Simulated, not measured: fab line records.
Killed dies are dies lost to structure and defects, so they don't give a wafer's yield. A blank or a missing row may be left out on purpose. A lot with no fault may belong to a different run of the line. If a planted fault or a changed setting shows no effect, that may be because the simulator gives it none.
What tool caused it? | flow sky130 | 11 lots with 33 wafers sampled at 4 steps, on a route of 708 steps

## WHAT THE GAUGES READ, wafer by wafer
SKY_CONTACT_RS_MEAS_25: measurement is done with a four-point probe.
lot  | measured     | on            | CONTACT_W_RS (ohm/sq)
L677 | day 33 00:32 | film metro-01 | 0.337 0.333 0.332
L681 | day 33 02:40 | film metro-02 | 0.334 0.336 0.336
L682 | day 33 03:22 | film metro-01 | 0.340 0.336 0.338
L680 | day 33 03:50 | film metro-01 | 0.337 0.339 0.336
L685 | day 34 14:22 | film metro-01 | 0.340 0.338 0.340
L687 | day 35 20:08 | film metro-02 | 0.338 0.341 0.335
L689 | day 35 23:34 | film metro-03 | 0.420 0.416 0.412
L692 | day 36 21:37 | film metro-02 | 0.428 0.422 0.428
L691 | day 36 22:25 | film metro-02 | 0.340 0.340 0.342
L694 | day 37 00:44 | film metro-02 | 0.342 0.340 0.343
L697 | day 38 07:59 | film metro-03 | 0.336 0.334 0.338

## TOOL THAT RAN EACH LOT (tool first, then ch and the chambers of the sampled wafers, then the start)
lot  | SKY_CONTACT_ETCH_17                | SKY_CONTACT_ETCH_18                           | SKY_CONTACT_CVD_24
L677 | rie diel-01 ch 0,1,3, day 32 23:41 | rie diel-01 ch 0,1,3, day 33 00:26 or earlier | cvd w-02 ch 0, day 33 00:26
L681 | rie diel-02 ch 0,2,3, day 33 01:47 | rie diel-02 ch 0,2,3, day 33 02:32 or earlier | cvd w-01 ch 0,1, day 33 02:32
L682 | rie diel-04 ch 2,3, day 33 02:28   | rie diel-04 ch 2,3, day 33 03:14 or earlier   | cvd w-02 ch 0,1, day 33 03:14
L680 | rie diel-01 ch 0,1,3, day 33 02:55 | rie diel-01 ch 0,1,3, day 33 03:43 or earlier | cvd w-01 ch 0, day 33 03:43
L685 | rie diel-02 ch 0,1,3, day 34 13:29 | rie diel-02 ch 0,1,3, day 34 14:15 or earlier | cvd w-01 ch 1, day 34 14:15
L687 | rie diel-04 ch 1,2, day 35 19:17   | rie diel-04 ch 1,2, day 35 20:01 or earlier   | cvd w-01 ch 0,1, day 35 20:01
L689 | rie diel-02 ch 0,1,2, day 35 22:08 | rie diel-02 ch 0,1,2, day 35 23:27 or earlier | cvd w-02 ch 0,1, day 35 23:27
L692 | rie diel-02 ch 0,3, day 36 20:46   | rie diel-02 ch 0,3, day 36 21:30 or earlier   | cvd w-02 ch 0,1, day 36 21:30
L691 | rie diel-02 ch 1,2,3, day 36 21:32 | rie diel-02 ch 1,2,3, day 36 22:16 or earlier | cvd w-01 ch 0,1, day 36 22:16
L694 | rie diel-02 ch 1,2, day 36 23:52   | rie diel-02 ch 1,2, day 37 00:36 or earlier   | cvd w-01 ch 0,1, day 37 00:36
L697 | rie diel-04 ch 0,2,3, day 38 07:05 | rie diel-04 ch 0,2,3, day 38 07:51 or earlier | cvd w-01 ch 0,1, day 38 07:51
- SKY_CONTACT_ETCH_17: etches SiO2 in C4F8/O2/Ar, stops on Si3N4, target depth 340 nm.
- SKY_CONTACT_ETCH_18: etches Si3N4 in CHF3/O2, stops on TiN, time 39 s, target depth 75 nm.
- SKY_CONTACT_CVD_24: deposits W, target thk 340 nm, time 102.12 s.

## THE ANSWER, worked out from the rows above alone
Rule: the usual values come from the lots themselves. Put in order of their means at a reading, lots are off if they are a third of the lots or fewer, leave a main group of 4 or more, and stand apart from it by a gap of 3 or more times the standard deviation of the main group's means; of several such gaps the widest counts. If all means in a main group match to the digits the tables above print for the reading, that group is not used. A lot without any number at a reading at which 4 lots or more have one is off too. Any other lot the step has rows for is counted as sound.
Off: L689, L692, seen at SKY_CONTACT_RS_MEAS_25 (CONTACT_W_RS). The main group: mean 0.338 ohm/sq, standard deviation 0.0023.
If a tool, at a process step before that reading, ran all the lots that are off and no sound lot after the first of them, it fits. Those tools and the gauges at SKY_CONTACT_RS_MEAS_25 are tried in the same way. SKY_CONTACT_ETCH_18 gives no start for some lots, so the hours and the order of its lots are those of SKY_CONTACT_CVD_24. One candidate fits, namely cvd w-02 at SKY_CONTACT_CVD_24. Its last sound lot is L682 (day 33 03:14), its first lot that is off L689 (day 35 23:27): a fault that began between those two fits.

## WHAT HAD BEEN PUT IN BY THE SIMULATOR
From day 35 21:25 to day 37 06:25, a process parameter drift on cvd w-02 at SKY_CONTACT_CVD_24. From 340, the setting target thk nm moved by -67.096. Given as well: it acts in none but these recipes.
Struck lots among those shown: L689, L692. The rule above reached the same finding.
